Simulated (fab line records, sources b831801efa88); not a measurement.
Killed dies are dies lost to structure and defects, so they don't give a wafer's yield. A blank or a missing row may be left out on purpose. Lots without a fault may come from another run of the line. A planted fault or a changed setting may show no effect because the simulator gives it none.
fab line records | flow sky130
record lots=10 wafers=30 last_day=50
route steps=708 shown METAL2@500 METAL3@532 CAPM@539 PAD_OPEN@708
lots that met no fault: from a run of the same line without faults
start_h: hours from the record's first day to the start of the lot's first wafer shown | wait_h: hours since the lot's step before | " the same as in the row above | L1.1+2: a row that stands for several wafers | - no value, or no start given | * or withheld: withheld | < > ~ a bound
route shown NAME@n: a module of which the file shows steps, and the number in the route of the first | usual: mean/standard deviation of fault-free wafers | same: alike in all rows | chamber/n: place in a boat | sites: the reading at each site | _std_site: their standard deviation | _edge_site: outer sites' mean less inner sites' | radius_mm: how far each site lies from the wafer's centre | mask NAME#n: copy n | behind: the tool/chamber that last shaped the wafer | hold: why the lot was held/for how many hours/how that ended | device: the transistor (n, p or np) that didn't switch | end of line: the same wafers' tests at the end of the route | a step without rows: its recipe alone | killed: dies lost to structure and defects at the first sort, not the wafer's yield | map: a wafer's dies, x killed, . not, _ none there
set.NAME: the setting as run; set.NAME@STEP: as run at that earlier step | model.NAME: the simulator's own value behind a step, which no gauge read
steps of the route over a sample of lots; a table a step, a row a wafer
services: from which hour (start_h, from the record's first day; less than 0 if before it) a tool's chamber was out of use, for how many hours, and why
## steps
# step SKY_METAL2_DESCUM_17
# recipe chemistry=O2 source_power_w=150 bias_power_w=0 pressure_mtorr=10 temp_c=40 time_s=8
# usual chamber_pressure_mTorr=10.000/0.011 drypump_motor_current_A=6.2/0.34 oes_product_au=1.007/0.0093
# same time_s=8
# columns lot.wafer tool chamber start_h wait_h chamber_pressure_mTorr drypump_motor_current_A oes_product_au rf_hours_counter_h
L545.4 rie_metal-04 0 837.27 0.0 10.002 5.7 1.009 -
L545.5 " 0 " " 10.004 5.7 1.017 -
L545.6 " 1 " " 10.014 6.5 1.011 -
L546.4 rie_metal-04 0 865.14 0.0 10.002 5.7 1.001 -
L546.5 " 0 " " 10.004 5.7 1.020 -
L546.6 " 0 " " 9.994 5.7 1.013 -
L555.1 rie_metal-04 1 926.31 0.0 9.990 6.5 1.003 2
L555.2 " 0 " " 9.990 5.7 1.009 10
L555.4 " 0 " " 10.024 5.7 0.995 -
L557.3 rie_metal-02 1 948.62 0.0 9.998 6.6 1.012 -
L557.5 " 0 " " 9.997 6.3 1.020 -
L557.6 " 1 " " 9.997 6.6 1.004 -
L559.3 rie_metal-02 0 952.92 0.0 9.977 6.3 1.018 -
L559.4 " 1 " " 10.032 6.6 1.001 -
L559.6 " 1 " " 10.004 6.6 1.011 -
L560.1 rie_metal-04 0 954.91 0.0 10.018 5.7 1.009 12
L560.5 " 0 " " 9.997 5.7 1.012 -
L560.6 " 1 " " 9.989 6.5 1.001 -
L562.3 rie_metal-02 1 964.24 0.0 9.980 6.6 0.996 -
L562.5 " 1 " " 10.009 6.5 1.004 -
L562.6 " 0 " " 10.002 6.3 1.013 -
L563.2 rie_metal-01 1 967.53 0.0 9.989 5.9 0.993 10
L563.4 " 1 " " 10.004 5.9 0.989 -
L563.6 " 1 " " 10.006 5.9 0.997 -
L564.1 rie_metal-02 1 984.71 0.0 9.999 6.6 0.995 7
L564.3 " 1 " " 10.000 6.6 1.020 -
L564.4 " 0 " " 10.002 6.2 1.015 -
L565.1 rie_metal-01 1 987.26 0.0 10.018 5.9 0.998 10
L565.3 " 1 " " 9.990 5.9 0.998 -
L565.5 " 0 " " 9.990 6.3 1.009 -
# step SKY_METAL3_SPUTTER_00
# recipe material=Ti target_thk_nm=15 power_w=3000 time_s=10 chamber_pressure_pa=0.4
# usual throttle_valve_pct=30.7/1.4
# same time_s=10
# columns lot.wafer tool chamber start_h wait_h throttle_valve_pct
L545.4 pvd_sputter-03 - 865.66 0.2 31.4
L545.5 " - " " 32.1
L545.6 " - " " 31.8
L546.4 pvd_sputter-02 - 894.57 0.1 29.1
L546.5 " - " " 28.8
L546.6 " - " " 30.6
L555.1 pvd_sputter-03 - 953.29 0.1 31.6
L555.2 " - " " 31.2
L555.4 " - " " 31.3
L557.3 pvd_sputter-03 - 976.18 0.2 31.6
L557.5 " - " " 31.0
L557.6 " - " " 32.0
L559.3 pvd_sputter-03 - 980.56 0.2 31.6
L559.4 " - " " 31.2
L559.6 " - " " 31.6
L560.1 pvd_sputter-02 - 983.01 0.2 30.9
L560.5 " - " " 29.1
L560.6 " - " " 28.3
L562.3 pvd_sputter-03 - 991.18 0.1 32.3
L562.5 " - " " 31.8
L562.6 " - " " 31.4
L563.2 pvd_sputter-04 - 993.73 0.1 32.3
L563.4 " - " " 28.6
L563.6 " - " " 28.6
L564.1 pvd_sputter-04 - 1010.51 0.1 28.7
L564.3 " - " " 28.4
L564.4 " - " " 29.8
L565.1 pvd_sputter-04 - 1014.90 0.1 32.1
L565.3 " - " " 28.4
L565.5 " - " " 29.6
# step SKY_CAPM_SPUTTER_02
# recipe material=TiN target_thk_nm=200 temp_c=300 power_w=6500 time_s=166.7 chamber_pressure_pa=0.4
# usual susceptor_temp_C=300.00/0.2 throttle_valve_pct=30.5/1.4
# columns lot.wafer tool chamber start_h wait_h susceptor_temp_C throttle_valve_pct
L545.4 pvd_sputter-01 - 865.89 0.0 299.95 32.4
L545.5 " - " " 300.00 32.6
L545.6 " - " " 299.96 30.6
L546.4 pvd_sputter-01 - 894.81 0.0 300.00 31.3
L546.5 " - " " 300.15 31.3
L546.6 " - " " 300.08 29.6
L555.1 pvd_sputter-04 - 953.53 0.1 299.85 32.4
L555.2 " - " " 299.72 29.4
L555.4 " - " " 300.01 28.3
L557.3 pvd_sputter-04 - 976.41 0.0 299.72 28.6
L557.5 " - " " 299.68 29.4
L557.6 " - " " 299.65 28.3
L559.3 pvd_sputter-04 - 980.80 0.0 300.01 32.0
L559.4 " - " " 299.91 28.9
L559.6 " - " " 300.10 28.8
L560.1 pvd_sputter-01 - 983.25 0.1 300.20 30.4
L560.5 " - " " 300.28 32.6
L560.6 " - " " 299.71 29.4
L562.3 pvd_sputter-01 - 991.41 0.0 299.91 30.3
L562.5 " - " " 300.08 30.1
L562.6 " - " " 300.02 32.2
L563.2 pvd_sputter-01 - 993.97 0.0 299.71 30.6
L563.4 " - " " 300.27 32.2
L563.6 " - " " 299.86 32.4
L564.1 pvd_sputter-01 - 1010.75 0.1 299.61 31.3
L564.3 " - " " 300.22 29.5
L564.4 " - " " 300.03 32.6
L565.1 pvd_sputter-01 - 1015.14 0.1 300.18 32.0
L565.3 " - " " 300.17 30.3
L565.5 " - " " 300.27 30.6
# step SKY_CAPM_RS_MEAS_03
# recipe thk_meas_gauge=four-point-probe reads=TiN_of_CAPM_SPUTTER_02
# usual CAPM_TIN_RS=6.91/0.091
# columns lot.wafer tool chamber start_h wait_h CAPM_TIN_RS[ohm/sq]
L545.4 film_metro-02 - 866.06 0.1 6.95
L545.5 " - " " 6.90
L545.6 " - " " 6.95
L546.4 film_metro-03 - 894.98 0.1 7.06
L546.5 " - " " 7.03
L546.6 " - " " 6.37
L555.1 film_metro-02 - 953.63 0.1 6.83
L555.2 " - " " 6.77
L555.4 " - " " 6.73
L557.3 film_metro-03 - 976.56 0.1 6.92
L557.5 " - " " 6.78
L557.6 " - " " 6.92
L559.3 film_metro-02 - 980.95 0.1 6.82
L559.4 " - " " 6.92
L559.6 " - " " 6.86
L560.1 film_metro-03 - 983.36 0.1 6.99
L560.5 " - " " 7.00
L560.6 " - " " 6.96
L562.3 film_metro-03 - 991.56 0.1 6.95
L562.5 " - " " 6.98
L562.6 " - " " 6.93
L563.2 film_metro-02 - 994.10 0.1 6.92
L563.4 " - " " 6.99
L563.6 " - " " 6.99
L564.1 film_metro-02 - 1010.86 0.1 7.08
L564.3 " - " " 7.07
L564.4 " - " " 7.11
L565.1 film_metro-02 - 1015.25 0.1 7.01
L565.3 " - " " 7.03
L565.5 " - " " 7.00
# step SKY_CAPM_THK_MEAS_04
# recipe thk_meas_gauge=xrf reads=TiN_of_CAPM_SPUTTER_02
# usual CAPM_TIN_THK=198.0/2.5
# columns lot.wafer tool chamber start_h wait_h CAPM_TIN_THK[nm]
L545.4 film_metro-02 - 866.15 0.1 197.5
L545.5 " - " " 196.8
L545.6 " - " " 197.0
L546.4 film_metro-03 - 895.07 0.1 194.0
L546.5 " - " " 194.2
L546.6 " - " " 213.6
L555.1 film_metro-02 - 953.75 0.1 200.5
L555.2 " - " " 202.5
L555.4 " - " " 203.7
L557.3 film_metro-03 - 976.66 0.1 198.0
L557.5 " - " " 202.1
L557.6 " - " " 198.5
L559.3 film_metro-02 - 981.05 0.1 198.8
L559.4 " - " " 196.2
L559.6 " - " " 197.4
L560.1 film_metro-03 - 983.48 0.1 196.8
L560.5 " - " " 195.8
L560.6 " - " " 197.2
L562.3 film_metro-03 - 991.66 0.1 198.4
L562.5 " - " " 196.9
L562.6 " - " " 197.8
L563.2 film_metro-02 - 994.21 0.1 198.3
L563.4 " - " " 196.7
L563.6 " - " " 196.8
L564.1 film_metro-02 - 1010.98 0.1 192.6
L564.3 " - " " 193.0
L564.4 " - " " 191.9
L565.1 film_metro-02 - 1015.37 0.1 194.2
L565.3 " - " " 195.5
L565.5 " - " " 195.9
# step SKY_CAPM_OVL_MEAS_12
# usual CAPM_OVL=-0.7/1.2
# columns lot.wafer tool chamber start_h wait_h CAPM_OVL[nm]
L545.4 overlay-01 - 892.04 0.1 -0.1
L545.5 " - " " -0.9
L545.6 " - " " 0.5
L546.4 overlay-01 - 919.47 0.1 0.3
L546.5 " - " " 0.3
L546.6 " - " " 0.4
L555.1 overlay-02 - 977.52 0.1 0.2
L555.2 " - " " -0.7
L555.4 " - " " -1.3
L557.3 overlay-02 - 999.64 0.1 0.4
L557.5 " - " " 0.9
L557.6 " - " " -0.5
L559.3 overlay-02 - 1002.94 0.1 -1.4
L559.4 " - " " -0.1
L559.6 " - " " -2.1
L560.1 overlay-01 - 1006.17 0.1 -1.9
L560.5 " - " " -0.8
L560.6 " - " " -1.9
L562.3 overlay-01 - 1013.92 0.1 -2.4
L562.5 " - " " 0.3
L562.6 " - " " -2.9
L563.2 overlay-01 - 1016.38 0.1 0.9
L563.4 " - " " 0.0
L563.6 " - " " 0.2
L564.1 overlay-02 - 1033.47 0.1 -1.4
L564.3 " - " " 0.3
L564.4 " - " " -1.7
L565.1 overlay-01 - 1037.40 0.1 -0.9
L565.3 " - " " 0.3
L565.5 " - " " -1.1
# step SKY_CAPM_METAL_ETCH_13
# recipe target_depth_nm=220 stop_on=SiO2 chemistry=Cl2/BCl3 target=TiN pressure_mtorr=10 icp_w=900 bias_w=48.5 Cl2_flow_sccm=60 bcl3_flow_sccm=30 time_s=62.9
# usual chamber_pressure_mTorr=10.000/0.0097 drypump_motor_current_A=6.2/0.44 oes_product_au=0.942/0.0081 throttle_valve_pct=21.902/0.011
# same time_s=62.9
# columns lot.wafer tool chamber start_h wait_h chamber_pressure_mTorr drypump_motor_current_A oes_product_au rf_hours_counter_h throttle_valve_pct
L545.4 rie_metal-04 1 892.08 0.0 10.002 6.6 0.943 - 21.903
L545.5 " 0 " " 10.006 5.7 0.943 - 21.895
L545.6 " 1 " " 9.990 6.6 0.939 - 21.891
L546.4 rie_metal-04 1 919.51 0.0 9.992 6.5 0.934 - 21.919
L546.5 " 0 " " 9.986 5.7 0.928 - 21.918
L546.6 " 1 " " 10.003 6.5 0.986 - 21.866
L555.1 rie_metal-04 0 977.56 0.0 10.012 5.7 0.948 13 21.901
L555.2 " 1 " " 9.990 6.5 0.950 5 21.892
L555.4 " 0 " " 9.995 5.7 0.952 - 21.892
L557.3 rie_metal-02 0 999.69 0.0 10.016 6.3 0.942 - 21.924
L557.5 " 0 " " 9.996 6.3 0.948 - 21.906
L557.6 " 1 " " 10.006 6.6 0.935 - 21.902
L559.3 rie_metal-04 1 1002.99 0.0 10.026 6.5 0.951 - 21.896
L559.4 " 0 " " 10.010 5.7 0.949 - 21.898
L559.6 " 0 " " 10.010 5.7 0.948 - 21.896
L560.1 rie_metal-02 1 1006.21 0.0 9.992 6.6 0.927 9 21.922
L560.5 " 0 " " 10.007 6.3 0.943 - 21.911
L560.6 " 1 " " 9.997 6.6 0.937 - 21.908
L562.3 rie_metal-04 0 1013.97 0.0 9.990 5.7 0.937 - 21.915
L562.5 " 0 " " 10.010 5.7 0.940 - 21.906
L562.6 " 1 " " 10.010 6.6 0.941 - 21.903
L563.2 rie_metal-04 1 1016.41 0.0 10.008 6.6 0.945 7 21.913
L563.4 " 0 " " 10.014 5.7 0.939 - 21.903
L563.6 " 1 " " 9.986 6.5 0.934 - 21.897
L564.1 rie_metal-04 0 1033.51 0.0 10.012 5.6 0.927 16 21.909
L564.3 " 0 " " 10.021 5.6 0.928 - 21.924
L564.4 " 1 " " 9.988 6.6 0.924 - 21.918
L565.1 rie_metal-04 0 1037.44 0.0 10.007 5.6 0.929 16 21.898
L565.3 " 1 " " 9.998 6.5 0.930 - 21.915
L565.5 " 1 " " 9.991 6.6 0.945 - 21.910
# step SKY_PAD_OPEN_PROBE_99
# usual defect_limited_yield=82.6/1.9 killed_at_M0_to_M3=42/7.1 killed_at_M4_up=3.3/1.9 killed_at_contacts=24/5 killed_at_front_end=15/4.7 killed_at_other=0.3/0.61 killed_dies=86/9.6 killed_open=47/7.5 killed_short=38/6.6 sort_bin_3_pad_short=0.9/0.42 sort_bin_5_function=10.2/1.5 sort_bin_6_memory=6.3/1.1 sort_n_pass=406/9.6 sort_yield_pct=82.6/1.9
# same gross_dies=492 killed_at_back_side=0 sort_bin_4_leakage[%]=0 sort_bin_8_speed[%]=0
# columns lot.wafer tool chamber start_h wait_h defect_limited_yield[%] killed_at_M0_to_M3 killed_at_M4_up killed_at_contacts killed_at_front_end killed_at_other killed_dies killed_open killed_short sort_bin_3_pad_short[%] sort_bin_5_function[%] sort_bin_6_memory[%] sort_n_pass sort_yield_pct[%]
L545.4 prober-01 - 1088.98 0.2 82.1 39 5 22 21 1 88 45 42 0.8 10.2 6.9 404 82.1
L545.5 prober-01 - 1089.03 0.2 86.0 26 4 26 13 0 69 38 31 0.8 7.9 5.3 423 86.0
L545.6 prober-01 - 1089.08 0.2 83.3 35 1 25 21 0 82 47 35 0.2 10.0 6.5 410 83.3
L546.4 prober-02 - 1110.78 0.2 79.7 51 3 27 17 2 100 48 52 1.8 11.8 6.7 392 79.7
L546.5 prober-02 - 1110.83 0.2 79.9 55 3 30 11 0 99 56 42 0.4 12.0 7.7 393 79.9
L546.6 prober-02 - 1110.88 0.2 78.7 50 4 28 22 1 105 64 37 1.4 12.8 7.1 387 78.7
L555.1 prober-01 - 1157.05 0.1 85.0 38 7 14 15 0 74 47 25 0.4 9.6 5.1 418 85.0
L555.2 prober-01 - 1157.10 0.1 85.2 37 3 18 15 0 73 38 34 0.2 9.3 5.3 419 85.2
L555.4 prober-01 - 1157.20 0.2 84.3 33 3 21 20 0 77 41 35 1.6 8.7 5.3 415 84.3
L557.3 prober-02 - 1175.87 0.2 81.5 54 3 16 18 0 91 49 41 0.6 9.8 8.1 401 81.5
L557.5 prober-02 - 1175.97 0.2 83.1 35 4 29 14 1 83 36 47 1.4 8.9 6.5 409 83.1
L557.6 prober-02 - 1176.02 0.2 81.7 38 1 25 26 0 90 49 41 1.0 9.3 7.9 402 81.7
L559.3 prober-01 - 1177.37 0.2 80.1 57 1 32 8 0 98 57 41 0.4 13.4 6.1 394 80.1
L559.4 prober-01 - 1177.42 0.2 83.1 35 3 24 18 3 83 38 44 1.0 10.6 5.3 409 83.1
L559.6 prober-01 - 1177.52 0.2 81.1 57 1 25 10 0 93 54 39 1.0 12.4 5.5 399 81.1
L560.1 prober-02 - 1179.25 0.1 82.9 35 0 28 21 0 84 51 33 0.8 9.8 6.5 408 82.9
L560.5 prober-02 - 1179.45 0.2 82.5 40 5 25 16 0 86 49 37 1.6 8.3 7.5 406 82.5
L560.6 prober-02 - 1179.50 0.2 83.5 33 3 26 19 0 81 43 38 0.8 10.4 5.3 411 83.5
L562.3 prober-02 - 1184.52 0.2 84.8 40 1 22 12 0 75 45 30 1.2 7.1 6.9 417 84.8
L562.5 prober-02 - 1184.62 0.2 84.6 36 2 20 18 0 76 36 37 1.6 8.1 5.7 416 84.6
L562.6 prober-02 - 1184.67 0.2 86.4 39 3 18 7 0 67 39 27 1.2 7.3 5.1 425 86.4
L563.2 prober-01 - 1187.13 0.1 82.9 32 5 28 18 1 84 48 36 0.6 10.4 6.1 408 82.9
L563.4 prober-01 - 1187.23 0.2 82.9 47 5 24 8 0 84 45 39 0.8 8.9 7.3 408 82.9
L563.6 prober-01 - 1187.33 0.2 85.0 38 1 21 14 0 74 50 24 0.4 10.4 4.3 418 85.0
L564.1 prober-02 - 1198.13 0.1 86.4 36 2 17 12 0 67 37 30 0.6 8.3 4.7 425 86.4
L564.3 prober-02 - 1198.23 0.2 83.7 40 6 17 17 0 80 47 33 0.6 9.8 5.9 412 83.7
L564.4 prober-02 - 1198.28 0.2 83.3 39 2 18 22 1 82 39 42 0.4 10.0 6.3 410 83.3
L565.1 prober-01 - 1200.75 0.1 85.4 30 5 26 10 1 72 45 27 1.0 10.4 3.3 420 85.4
L565.3 prober-01 - 1200.85 0.2 82.3 46 4 22 15 0 87 44 43 1.2 11.4 5.1 405 82.3
L565.5 prober-01 - 1200.95 0.2 82.9 35 4 29 16 0 84 47 37 1.4 9.3 6.3 408 82.9
# killed by level:class
L545.4 VIA1:geometric_particle:open=10 FIELD_ISO:geometric_particle:open=7 CONTACT:geometric_particle:open=7 VIA2:geometric_particle:open=7 METAL1:geometric_particle:short=6 METAL2:geometric_particle:short=6 LI_CONTACT:geometric_particle:open=5 FIELD_ISO:geometric_particle:short=4
L545.5 CONTACT:geometric_particle:open=12 LI_CONTACT:geometric_particle:open=7 VIA1:geometric_particle:open=6 VIA3:geometric_particle:open=5 CONTACT:geometric_particle:short=4 METAL3:geometric_particle:short=4 FIELD_ISO:geometric_particle:short=3 POLY_GATE:geometric_particle:short=3
L545.6 VIA1:geometric_particle:open=9 CONTACT:geometric_particle:open=8 LI_CONTACT:geometric_particle:open=7 VIA3:geometric_particle:open=7 FIELD_ISO:geometric_particle:open=5 LOCAL_INTERCONNECT:geometric_particle:short=5 VIA2:geometric_particle:open=5 POLY_GATE:geometric_particle:short=4
L546.4 VIA1:geometric_particle:open=10 VIA3:geometric_particle:open=9 LI_CONTACT:geometric_particle:open=9 METAL2:geometric_particle:short=6 METAL1:geometric_particle:short=6 FIELD_ISO:geometric_particle:short=5 LI_CONTACT:geometric_particle:short=5 LOCAL_INTERCONNECT:geometric_particle:short=5
L546.5 VIA1:geometric_particle:open=16 CONTACT:geometric_particle:open=13 METAL2:geometric_particle:short=8 POLY_GATE:geometric_particle:short=7 LI_CONTACT:geometric_particle:open=6 VIA3:geometric_particle:open=6 LOCAL_INTERCONNECT:geometric_particle:short=5 VIA1:geometric_particle:short=5
L546.6 VIA1:geometric_particle:open=14 CONTACT:geometric_particle:open=10 VIA2:geometric_particle:open=9 VIA3:geometric_particle:open=9 LI_CONTACT:geometric_particle:open=8 POLY_GATE:geometric_particle:open=5 CONTACT:geometric_particle:short=5 VIA1:geometric_particle:short=5
L555.1 VIA1:geometric_particle:open=13 VIA2:geometric_particle:open=9 LI_CONTACT:geometric_particle:open=7 FIELD_ISO:geometric_particle:short=5 FIELD_ISO:geometric_particle:open=4 POLY_GATE:geometric_particle:open=4 METAL4:geometric_particle:short=3 CONTACT:geometric_particle:short=3
L555.2 METAL1:geometric_particle:short=9 LI_CONTACT:geometric_particle:open=8 VIA1:geometric_particle:open=8 VIA2:geometric_particle:open=7 CONTACT:geometric_particle:open=5 FIELD_ISO:geometric_particle:short=4 POLY_GATE:geometric_particle:open=4 FIELD_ISO:geometric_particle:open=3
L555.4 LI_CONTACT:geometric_particle:open=10 FIELD_ISO:geometric_particle:short=7 VIA2:geometric_particle:open=7 VIA1:geometric_particle:open=6 FIELD_ISO:geometric_particle:open=5 LI_CONTACT:geometric_particle:short=5 METAL1:geometric_particle:short=4 VIA1:geometric_particle:short=4
L557.3 VIA2:geometric_particle:open=11 FIELD_ISO:geometric_particle:open=8 VIA3:geometric_particle:open=8 METAL1:geometric_particle:short=7 METAL2:geometric_particle:short=6 VIA2:geometric_particle:short=5 LOCAL_INTERCONNECT:geometric_particle:short=4 CONTACT:geometric_particle:open=4
L557.5 LOCAL_INTERCONNECT:geometric_particle:short=9 CONTACT:geometric_particle:open=9 FIELD_ISO:geometric_particle:short=7 VIA1:geometric_particle:open=7 LI_CONTACT:geometric_particle:open=5 VIA2:geometric_particle:open=5 CONTACT:geometric_particle:short=5 METAL2:geometric_particle:short=5
L557.6 CONTACT:geometric_particle:open=11 VIA1:geometric_particle:open=10 FIELD_ISO:geometric_particle:short=7 FIELD_ISO:geometric_particle:open=5 LOCAL_INTERCONNECT:geometric_particle:short=5 METAL1:geometric_particle:short=5 VIA2:geometric_particle:open=5 POLY_GATE:geometric_particle:open=4
L559.3 LI_CONTACT:geometric_particle:open=12 CONTACT:geometric_particle:open=12 METAL2:geometric_particle:short=9 VIA3:geometric_particle:open=8 METAL1:geometric_particle:short=6 VIA1:geometric_particle:short=6 VIA2:geometric_particle:open=6 METAL3:geometric_particle:short=6
L559.4 LI_CONTACT:geometric_particle:open=7 VIA2:geometric_particle:open=7 LOCAL_INTERCONNECT:geometric_particle:short=6 CONTACT:geometric_particle:open=5 VIA3:geometric_particle:open=5 FIELD_ISO:geometric_particle:open=4 FIELD_ISO:geometric_particle:short=4 POLY_GATE:geometric_particle:short=4
L559.6 VIA2:geometric_particle:open=14 VIA1:geometric_particle:open=12 METAL2:geometric_particle:short=11 LI_CONTACT:geometric_particle:open=9 CONTACT:geometric_particle:open=8 VIA1:geometric_particle:short=5 LOCAL_INTERCONNECT:geometric_particle:short=4 VIA3:geometric_particle:short=4
L560.1 CONTACT:geometric_particle:open=10 VIA1:geometric_particle:open=8 LI_CONTACT:geometric_particle:open=8 POLY_GATE:geometric_particle:open=7 VIA3:geometric_particle:open=7 METAL2:geometric_particle:short=5 FIELD_ISO:geometric_particle:open=4 LOCAL_INTERCONNECT:geometric_particle:short=4
L560.5 VIA1:geometric_particle:open=10 CONTACT:geometric_particle:open=9 VIA1:geometric_particle:short=7 LI_CONTACT:geometric_particle:open=6 VIA3:geometric_particle:open=6 METAL2:geometric_particle:short=4 VIA2:geometric_particle:short=4 FIELD_ISO:geometric_particle:open=3
L560.6 LI_CONTACT:geometric_particle:open=9 CONTACT:geometric_particle:open=8 METAL2:geometric_particle:short=7 VIA3:geometric_particle:open=7 VIA1:geometric_particle:open=6 FIELD_ISO:geometric_particle:short=5 FIELD_ISO:geometric_particle:open=4 CONTACT:geometric_particle:short=4
L562.3 VIA3:geometric_particle:open=9 LI_CONTACT:geometric_particle:open=7 FIELD_ISO:geometric_particle:open=6 VIA2:geometric_particle:open=6 VIA1:geometric_particle:open=6 CONTACT:geometric_particle:open=5 METAL1:geometric_particle:short=5 METAL3:geometric_particle:short=5
L562.5 METAL2:geometric_particle:short=7 LI_CONTACT:geometric_particle:open=7 CONTACT:geometric_particle:open=7 VIA1:geometric_particle:short=7 FIELD_ISO:geometric_particle:short=5 VIA3:geometric_particle:open=5 POLY_GATE:geometric_particle:short=4 VIA1:geometric_particle:open=4
L562.6 CONTACT:geometric_particle:open=7 VIA2:geometric_particle:open=7 VIA3:geometric_particle:open=6 VIA1:geometric_particle:open=6 METAL1:geometric_particle:short=5 LI_CONTACT:geometric_particle:open=5 LOCAL_INTERCONNECT:geometric_particle:short=3 VIA3:geometric_particle:short=3
L563.2 VIA1:geometric_particle:open=10 LI_CONTACT:geometric_particle:open=9 CONTACT:geometric_particle:open=8 METAL1:geometric_particle:short=6 POLY_GATE:geometric_particle:open=5 POLY_GATE:geometric_particle:short=4 LOCAL_INTERCONNECT:geometric_particle:short=4 CONTACT:geometric_particle:short=4
L563.4 VIA1:geometric_particle:open=11 VIA2:geometric_particle:open=11 CONTACT:geometric_particle:open=9 METAL1:geometric_particle:short=6 VIA3:geometric_particle:open=6 METAL4:geometric_particle:short=5 CONTACT:geometric_particle:short=5 VIA2:geometric_particle:short=5
L563.6 VIA2:geometric_particle:open=9 LI_CONTACT:geometric_particle:open=8 CONTACT:geometric_particle:open=8 VIA3:geometric_particle:open=7 VIA1:geometric_particle:open=6 METAL1:geometric_particle:short=6 VIA1:geometric_particle:short=5 FIELD_ISO:geometric_particle:open=4
L564.1 VIA2:geometric_particle:open=10 CONTACT:geometric_particle:open=7 CONTACT:geometric_particle:short=6 METAL2:geometric_particle:short=6 METAL1:geometric_particle:short=5 VIA1:geometric_particle:open=5 POLY_GATE:geometric_particle:short=4 POLY_GATE:geometric_particle:open=3
L564.3 VIA1:geometric_particle:open=9 VIA2:geometric_particle:open=7 POLY_GATE:geometric_particle:short=6 LI_CONTACT:geometric_particle:open=5 CONTACT:geometric_particle:open=5 METAL1:geometric_particle:open=4 METAL1:geometric_particle:short=4 FIELD_ISO:geometric_particle:short=3
L564.4 VIA1:geometric_particle:open=10 CONTACT:geometric_particle:open=8 POLY_GATE:geometric_particle:short=6 FIELD_ISO:geometric_particle:short=5 VIA3:geometric_particle:open=5 LI_CONTACT:geometric_particle:open=4 LOCAL_INTERCONNECT:geometric_particle:short=4 METAL1:geometric_particle:short=4
L565.1 CONTACT:geometric_particle:open=13 VIA3:geometric_particle:open=7 VIA1:geometric_particle:open=7 LI_CONTACT:geometric_particle:open=6 METAL4:geometric_particle:short=4 FIELD_ISO:geometric_particle:short=3 POLY_GATE:geometric_particle:open=3 LI_CONTACT:geometric_particle:short=3
L565.3 VIA1:geometric_particle:open=8 VIA3:geometric_particle:open=8 VIA1:geometric_particle:short=7 VIA2:geometric_particle:open=7 METAL2:geometric_particle:short=6 CONTACT:geometric_particle:open=6 POLY_GATE:geometric_particle:open=5 FIELD_ISO:geometric_particle:short=4
L565.5 CONTACT:geometric_particle:open=10 VIA1:geometric_particle:open=10 VIA3:geometric_particle:open=8 CONTACT:geometric_particle:short=7 POLY_GATE:geometric_particle:open=4 POLY_GATE:geometric_particle:short=4 LI_CONTACT:geometric_particle:short=4 LI_CONTACT:geometric_particle:open=4
## services
# columns tool chamber start_h hours kind
rie_metal-02 1 821.09 - clean
rie_metal-02 1 821.09 19.7 scheduled_down
rie_metal-02 1 821.09 19.7 vent_cycle
pvd_sputter-03 - 841.83 1.0 repair
rie_metal-02 0 844.87 - clean
rie_metal-02 0 844.87 12.8 scheduled_down
rie_metal-02 0 844.87 12.8 vent_cycle
rie_metal-04 1 849.49 - clean
rie_metal-04 1 849.49 27.0 scheduled_down
rie_metal-04 1 849.49 27.0 vent_cycle
pvd_sputter-02 - 862.50 4.1 repair
rie_metal-04 - 884.57 1.2 repair
pvd_sputter-04 - 909.22 0.7 repair
rie_metal-02 - 918.40 0.3 repair
rie_metal-04 0 929.84 6.6 repair
pvd_sputter-01 - 950.17 5.7 repair
rie_metal-02 - 965.69 2.8 pm
pvd_sputter-01 - 971.69 7.0 repair
pvd_sputter-02 - 990.41 23.1 repair
pvd_sputter-01 - 994.80 1.1 repair
rie_metal-01 0 1026.41 19.1 repair
## key
first_sign step=SKY_CAPM_RS_MEAS_03 reading=CAPM_TIN_RS direction=down sigmas=6 usual=6.91 struck=6.37
effect step=SKY_CAPM_THK_MEAS_04 reading=CAPM_TIN_THK direction=up sigmas=6.2 usual=198.0 struck=213.6
effect step=SKY_CAPM_METAL_ETCH_13 reading=oes_product_au direction=up sigmas=5.5 usual=0.942 struck=0.986
met_at SKY_CAPM_SPUTTER_02
struck_lots L546
struck_wafers L546.6
not_acting_at SKY_METAL2_DESCUM_17,SKY_METAL3_SPUTTER_00,SKY_CAPM_OVL_MEAS_12
onset_between 865.89 894.81
fault kind=process_parameter_drift tool=pvd_sputter-01 chamber=- onset_h=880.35 steps=SKY_CAPM_SPUTTER_02 channel=target_thk_nm offset=21.689 shape=step end_h=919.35 scope=struck_wafers_only acts_in=these_recipes_only stated=200
